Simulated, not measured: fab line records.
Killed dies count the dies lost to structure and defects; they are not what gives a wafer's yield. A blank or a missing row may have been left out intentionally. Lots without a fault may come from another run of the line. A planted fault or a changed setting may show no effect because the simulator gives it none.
Comparing a struck lot with a sound one | flow sky130 | 14 out of 708 route steps
Sound: wafers L413.1, L413.2, L413.4. Wafers struck: L421.1, L421.3, L421.5. The cause comes at the end.
Per side, at each step with rows, come the tool, then ch with its chambers, and then its first start. Under that, the readings that differ: sound wafers | struck wafers | difference of the means | sigmas: that difference in standard deviations of wafers without a fault.
alike: a reading whose means differ by less than 2 such deviations, as well as words and numbers matching on both sides. not compared: withheld readings; readings where some wafer has no value; bounds like >300 that might hide an equal value; numbers whose values overlap and for which the record gives no deviation.
A row with sigmas, a row that says differs or no value, or rows on one side alone: a step with any of these is where the two part. Numbers that have no deviation but don't overlap get no sigmas and don't part them. A reading that every wafer of one side lacks parts them only if that side has two wafers or more.

SKY_METAL5_SPUTTER_00: material Ti, target thk 15 nm, time 10 s.
  sound on pvdSputter-03 at day 43 19:43; struck on pvdSputter-04 at day 45 17:55
  alike: cathodeDcPowerW, throttleValvePct
SKY_METAL5_SPUTTER_01: material TiN, target thk 20 nm, time 16.7 s.
  sound on pvdSputter-03 at day 43 19:44; struck on pvdSputter-04 at day 45 17:57
  alike: cathodeDcPowerW, throttleValvePct
SKY_METAL5_SPUTTER_02: material AlCu, target thk 1150 nm, time 61.2 s.
  sound on pvdSputter-03 at day 43 19:46; struck on pvdSputter-04 at day 45 17:58
  alike: cathodeDcPowerW, throttleValvePct
SKY_METAL5_SPUTTER_03: material Ti, target thk 5 nm, time 3.3 s.
  sound on pvdSputter-03 at day 43 19:49; struck on pvdSputter-04 at day 45 18:01
  alike: cathodeDcPowerW, throttleValvePct
SKY_METAL5_SPUTTER_04: material TiN, target thk 70 nm, time 58.3 s.
  sound on pvdSputter-03 at day 43 19:50; struck on pvdSputter-04 at day 45 18:02
  alike: cathodeDcPowerW, throttleValvePct
SKY_METAL5_RS_MEAS_05: the measuring method here is four-point-probe.
  sound on filmMetro-03 at day 43 19:53; struck on filmMetro-01 at day 45 18:05
  alike: METAL5_ALCU_RS
SKY_METAL5_THK_MEAS_06: measures by xrf.
  sound on filmMetro-03 at day 43 20:00; struck on filmMetro-01 at day 45 18:13
  alike: METAL5_ALCU_THK
then, 5 steps without rows for these wafers: SKY_METAL5_DEHYDRATE_07 (time 60 s); SKY_METAL5_HMDS_08 (prime time 60 s); SKY_METAL5_COAT_09 (resist thk 1800 nm); SKY_METAL5_SOFTBAKE_10 (time 60 s); SKY_METAL5_EXPOSE_11 (exposes mask MM5, target cd 1600 nm).
SKY_METAL5_PEB_12:
  struck on lithoTrack-01, day 46 14:45; sound on lithoTrack-01 ch 0, day 44 16:27
reading        | sound          | struck | difference                    | sigmas
exhaustPa (Pa) | 43.1 43.4 44.8 | - - -  | no value on the struck wafers | 
  not compared: chillPlateTempC, timeS
then, 1 step without rows for these wafers: SKY_METAL5_DEVELOP_13 (develop time 60 s).

## WHERE THEY PART
SKY_METAL5_PEB_12 only, going by this record.

WHY: what had been put in by the simulator
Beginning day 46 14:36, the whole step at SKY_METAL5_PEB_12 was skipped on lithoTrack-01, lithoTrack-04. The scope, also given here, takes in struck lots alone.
